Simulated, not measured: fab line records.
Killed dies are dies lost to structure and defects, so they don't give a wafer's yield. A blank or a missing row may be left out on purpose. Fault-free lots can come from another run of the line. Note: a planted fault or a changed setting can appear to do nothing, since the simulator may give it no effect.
Chamber matching || flow sky130 || 3 sister chambers for SKY_LI_CONTACT_CMP_24 on cmp-01
The step polishes, stops on PSG, t overpolish 20 s, target thk 0 nm. 3 wafers are shown with their chamber, then 6 later ones without.

## EACH WAFER AND ITS CHAMBER
{"wafer": "L080.6", "chamber": 3, "time_to_endpoint_s (s)": 101}
{"wafer": "L092.3", "chamber": 0, "time_to_endpoint_s (s)": 100}
{"wafer": "L092.4", "chamber": 1, "time_to_endpoint_s (s)": 95}

## WAFERS WITHOUT THEIR CHAMBER
{"wafer": "L092.5", "time_to_endpoint_s (s)": 98}
{"wafer": "L094.2", "time_to_endpoint_s (s)": 100}
{"wafer": "L094.6", "time_to_endpoint_s (s)": 101}
{"wafer": "L095.1", "time_to_endpoint_s (s)": 98}
{"wafer": "L097.4", "time_to_endpoint_s (s)": 92}
{"wafer": "L097.5", "time_to_endpoint_s (s)": 97}

## CHAMBER TAKEN BY EACH
{"wafer": "L092.5", "from the rows above": "can't be placed: 0 or 1 or 3", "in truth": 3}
{"wafer": "L094.2", "from the rows above": "can't be placed: 0 or 3", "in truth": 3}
{"wafer": "L094.6", "from the rows above": "can't be placed: 3 or 0", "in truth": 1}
{"wafer": "L095.1", "from the rows above": "can't be placed: 0 or 1 or 3", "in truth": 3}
{"wafer": "L097.4", "from the rows above": 1, "in truth": 1}
{"wafer": "L097.5", "from the rows above": "can't be placed: 1 or 0 or 3", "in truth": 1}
Correct placement for 1 of the 6. From these rows, 5 cannot be placed; in 4 the true chamber is one of the candidates. Wrongly placed: 0.
How it was worked out, from the rows above alone: a wafer's distance from a chamber is the root of the sum, over the readings, of the square of ((its reading less the chamber's mean) divided by the reading's scatter). If the next closest chamber is less than 2 further off than the closest, the wafer can't be placed; otherwise it belongs to the closest. For every chamber, the mean is computed from those of its wafers that are shown. The scatter (one wafer shown for each chamber): square how far every hidden wafer sits from the nearest shown wafer, average those squares and take the square root.
